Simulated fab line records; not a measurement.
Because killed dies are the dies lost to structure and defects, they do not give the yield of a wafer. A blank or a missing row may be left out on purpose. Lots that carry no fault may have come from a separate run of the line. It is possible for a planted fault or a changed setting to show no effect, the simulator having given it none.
The tool behind it: which one? | flow sky130 | 12 lots, 36 wafers sampled, at 6 steps of a route of 708

== WHAT THE GAUGES READ, wafer by wafer ==
SKY_SONOS_ONO_CD_MEAS_13: target cd 410 nm. Usual: cd nm 409.9 nm, standard deviation 2.7.
lot  | measured     | on        | cd nm (nm)        | flag
L176 | day 12 17:34 | cd sem-01 | 413.0 411.7 415.3 |
L178 | day 13 10:07 | cd sem-02 | 407.5 410.1 408.8 |
L179 | day 13 18:22 | cd sem-02 | 405.5 406.0 406.2 |
L181 | day 14 11:38 | cd sem-02 | 410.2 410.8 412.2 |
L184 | day 15 10:09 | cd sem-01 | 407.5 409.2 409.0 |
L185 | day 15 18:23 | cd sem-01 | 409.7 407.8 408.6 |
L193 | day 18 10:34 | cd sem-01 | 412.8 412.3 409.0 |
L194 | day 18 20:00 | cd sem-01 | 404.8 405.9 404.2 |
L195 | day 19 00:49 | cd sem-01 | 410.0 410.2 411.6 |
L196 | day 19 10:18 | cd sem-02 | 404.9 406.2 405.8 |
L198 | day 20 07:28 | cd sem-01 | 410.7 410.1 408.3 |
L199 | day 20 19:25 | cd sem-01 | 410.7 411.5 410.4 |

SKY_GATE_OXIDE_OVL_MEAS_10. Usual: GATE_OXIDE_OVL gives -0.3 nm (standard deviation 1.6).
lot  | measured     | on         | GATE_OXIDE_OVL (nm) | flag
L176 | day 13 21:59 | overlay-01 | 0.5 -1.5 2.2        |
L178 | day 14 14:56 | overlay-01 | 0.4 -1.6 -0.2       |
L179 | day 15 00:22 | overlay-02 | -1.5 -2.2 -1.7      |
L181 | day 15 17:22 | overlay-01 | -0.7 -1.2 1.8       |
L184 | day 16 15:13 | overlay-01 | 0.4 3.8 -0.9        |
L185 | day 17 00:22 | overlay-01 | -1.8 -1.3 -2.3      |
L193 | day 19 19:34 | overlay-02 | 0.1 0.9 -0.5        |
L194 | day 20 04:38 | overlay-01 | -0.8 -3.0 -1.6      |
L195 | day 20 12:07 | overlay-01 | -1.2 -2.0 -0.9      |
L196 | day 20 18:28 | overlay-01 | -1.4 0.4 0.7        |
L198 | day 21 16:08 | overlay-02 | -0.3 -0.4 0.8       |
L199 | day 22 04:20 | overlay-01 | -2.2 0.3 -2.3       |

SKY_LDD_P_TW_MEAS_11. Usual: LDD_P_TW gives 635 (standard deviation 6.3).
lot  | measured     | on            | LDD_P_TW          | flag
L176 | day 19 04:12 | film metro-03 | 632 633 634       |
L178 | day 19 20:42 | film metro-01 | 642 644 644       |
L179 | day 20 10:16 | film metro-01 | 643 641 645       |
L181 | day 21 01:28 | film metro-04 | 628 630 625       |
L184 | day 22 04:56 | film metro-03 | 638 638 640       |
L185 | day 22 14:44 | film metro-04 | 631 634 631       |
L193 | day 25 06:40 | film metro-04 | 30 30 30 30 30 30 | OFF
L194 | day 25 15:49 | film metro-04 | 30 30 30 30 30 30 | OFF
L195 | day 25 21:04 | film metro-03 | 30 30 30 30 30 30 | OFF
L196 | day 26 03:25 | film metro-04 | 625 628 629       |
L198 | day 27 01:59 | film metro-04 | 631 629 630       |
L199 | day 27 12:48 | film metro-01 | 638 642 637       |

SKY_LDD_HVN_OVL_MEAS_07. Usual: LDD_HVN_OVL gives 1.0 nm (standard deviation 1.2).
lot  | measured     | on         | LDD_HVN_OVL (nm) | flag
L176 | day 20 11:07 | overlay-01 | 0.5 1.2 -1.0     |
L178 | day 21 03:01 | overlay-01 | 1.9 0.2 1.1      |
L179 | day 21 17:34 | overlay-01 | -0.1 0.0 0.8     |
L181 | day 22 08:25 | overlay-01 | 1.0 -0.1 0.8     |
L184 | day 23 10:40 | overlay-02 | 0.7 1.1 1.5      |
L185 | day 23 20:13 | overlay-01 | 3.7 2.3 2.3      |
L196 | day 27 08:22 | overlay-02 | -0.3 1.1 0.1     |
L198 | day 28 05:40 | overlay-01 | -0.2 3.1 -0.1    |
L199 | day 28 16:38 | overlay-02 | -0.3 0.1 -0.2    |

== WHAT TOOL EACH LOT RAN ON (gives the tool, then ch and the chambers of the sampled wafers, and finally the start) ==
lot  | SKY_LDD_N_STRIP_16                   | SKY_LDD_P_STRIP_10
L176 | plasma asher-01 ch 0,1, day 17 21:30 | plasma asher-03 ch 0,1, day 19 04:06
L178 | plasma asher-04 ch 0, day 18 13:09   | plasma asher-04 ch 0,1, day 19 20:36
L179 | plasma asher-02 ch 0,1, day 19 02:57 | plasma asher-01 ch 0,1, day 20 10:10
L181 | plasma asher-04 ch 0,1, day 19 18:24 | plasma asher-01 ch 0,1, day 21 01:21
L184 | plasma asher-04 ch 0,1, day 20 21:17 | plasma asher-01 ch 0,1, day 22 04:51
L185 | plasma asher-04 ch 0,1, day 21 07:06 | plasma asher-01 ch 0,1, day 22 14:37
L193 | plasma asher-04 ch 0,1, day 24 00:24 | plasma asher-01 ch 0,1, day 25 06:34
L194 | plasma asher-01 ch 0,1, day 24 09:29 | plasma asher-03 ch 0,1, day 25 15:44
L195 | plasma asher-04 ch 0,1, day 24 14:56 | plasma asher-01 ch 0,1, day 25 20:58
L196 | plasma asher-01 ch 0,1, day 24 22:05 | plasma asher-03 ch 0,1, day 26 03:20
L198 | plasma asher-02 ch 0,1, day 25 18:47 | plasma asher-01 ch 0,1, day 27 01:53
L199 | plasma asher-02 ch 0,1, day 26 07:23 | plasma asher-04 ch 0,1, day 27 12:42
- SKY_LDD_N_STRIP_16: strips in O2/N2.
- SKY_LDD_P_STRIP_10: strips in O2/N2.

== AS READ BY THE TOOLS THEMSELVES (means over the sampled wafers that have a number; for cases with no such wafer, the mark the record gives instead) ==
SKY_LDD_N_STRIP_16. Usual: chamber pressure mTorr 1500.2 mTorr, standard deviation 1.5; drypump motor current A 5.9 A, standard deviation 0.52; n2 flow sccm 299.9 sccm, standard deviation 1.2; oes product au 0.407 a.u., standard deviation 0.0044; strip time to endpoint s 4.324 s, standard deviation 0.016.
lot  | tool            | chamber pressure mTorr (mTorr) | drypump motor current A (A) | n2 flow sccm (sccm) | oes product au (a.u.) | strip time to endpoint s (s) | flag
L176 | plasma asher-01 | 1501.7                         | 5.7                         | 299.5               | 0.408                 | 4.324                        |
L178 | plasma asher-04 | 1498.2                         | 6.0                         | 300.3               | 0.406                 | 4.327                        |
L179 | plasma asher-02 | 1499.6                         | 6.1                         | 300.6               | 0.405                 | 4.343                        |
L181 | plasma asher-04 | 1500.4                         | 5.6                         | 299.7               | 0.409                 | 4.342                        |
L184 | plasma asher-04 | 1501.0                         | 5.9                         | 300.1               | 0.407                 | 4.311                        |
L185 | plasma asher-04 | 1499.1                         | 5.6                         | 299.8               | 0.402                 | 4.310                        |
L193 | plasma asher-04 | -                              | -                           | -                   | -                     | -                            | OFF
L194 | plasma asher-01 | -                              | -                           | -                   | -                     | -                            | OFF
L195 | plasma asher-04 | -                              | -                           | -                   | -                     | -                            | OFF
L196 | plasma asher-01 | 1500.8                         | 5.7                         | 300.2               | 0.408                 | 4.321                        |
L198 | plasma asher-02 | 1500.2                         | 6.1                         | 299.4               | 0.401                 | 4.342                        |
L199 | plasma asher-02 | 1500.0                         | 6.1                         | 299.9               | 0.408                 | 4.318                        |

SKY_LDD_P_STRIP_10. Usual: chamber pressure mTorr 1499.9 mTorr, standard deviation 1.4; drypump motor current A 5.63 A, standard deviation 0.29; n2 flow sccm 300.0 sccm, standard deviation 0.92; oes product au 0.716 a.u., standard deviation 0.0045; strip time to endpoint s 14.18 s, standard deviation 0.043.
lot  | tool            | chamber pressure mTorr (mTorr) | drypump motor current A (A) | n2 flow sccm (sccm) | oes product au (a.u.) | strip time to endpoint s (s) | flag
L176 | plasma asher-03 | 1500.4                         | 5.71                        | 299.6               | 0.714                 | 14.17                        |
L178 | plasma asher-04 | 1501.2                         | 5.84                        | 299.6               | 0.716                 | 14.26                        |
L179 | plasma asher-01 | 1499.4                         | 5.64                        | 300.6               | 0.718                 | 14.14                        |
L181 | plasma asher-01 | 1499.8                         | 5.66                        | 299.9               | 0.719                 | 14.24                        |
L184 | plasma asher-01 | 1499.0                         | 5.42                        | 300.6               | 0.715                 | 14.22                        |
L185 | plasma asher-01 | 1499.0                         | 5.42                        | 300.1               | 0.712                 | 14.19                        |
L193 | plasma asher-01 | 1501.0                         | 5.41                        | 299.5               | 0.712                 | 18.77                        | OFF
L194 | plasma asher-03 | 1498.8                         | 5.71                        | 299.5               | 0.715                 | 18.73                        | OFF
L195 | plasma asher-01 | 1498.4                         | 5.64                        | 298.8               | 0.714                 | 18.68                        | OFF
L196 | plasma asher-03 | 1501.6                         | 5.72                        | 300.8               | 0.710                 | 14.19                        |
L198 | plasma asher-01 | 1499.9                         | 5.41                        | 299.0               | 0.716                 | 14.19                        |
L199 | plasma asher-04 | 1499.0                         | 5.62                        | 300.9               | 0.715                 | 14.17                        |

== THE ANSWER, worked out from the rows above alone ==
Rule: take the mean of a lot's wafers that have a number; if it is more than 3 standard deviations from the usual mean, the lot is off. A lot without any number at a reading at which 4 lots or more have one is off too. Any other lot the step has rows for is counted as sound. Order of review: gauges by route order, followed by the tools' own readings, for which a lot's mean as printed above is used. At the first step where some lot is off, the reading lying furthest off is the one used; lots without a number count as furthest.
Off: L193, L194, L195, seen at SKY_LDD_P_TW_MEAS_11 (LDD_P_TW).
A tool fits if, at a process step before that reading, it ran every lot that is off, and no sound lot after the first of them. Not tried: the gauges at SKY_LDD_P_TW_MEAS_11; whatever is off there is also off at SKY_LDD_N_STRIP_16, on other tools, and gauge error can't account for it. Not one of the candidates tried fits.

== WHAT THE SIMULATOR HAD PUT IN ==
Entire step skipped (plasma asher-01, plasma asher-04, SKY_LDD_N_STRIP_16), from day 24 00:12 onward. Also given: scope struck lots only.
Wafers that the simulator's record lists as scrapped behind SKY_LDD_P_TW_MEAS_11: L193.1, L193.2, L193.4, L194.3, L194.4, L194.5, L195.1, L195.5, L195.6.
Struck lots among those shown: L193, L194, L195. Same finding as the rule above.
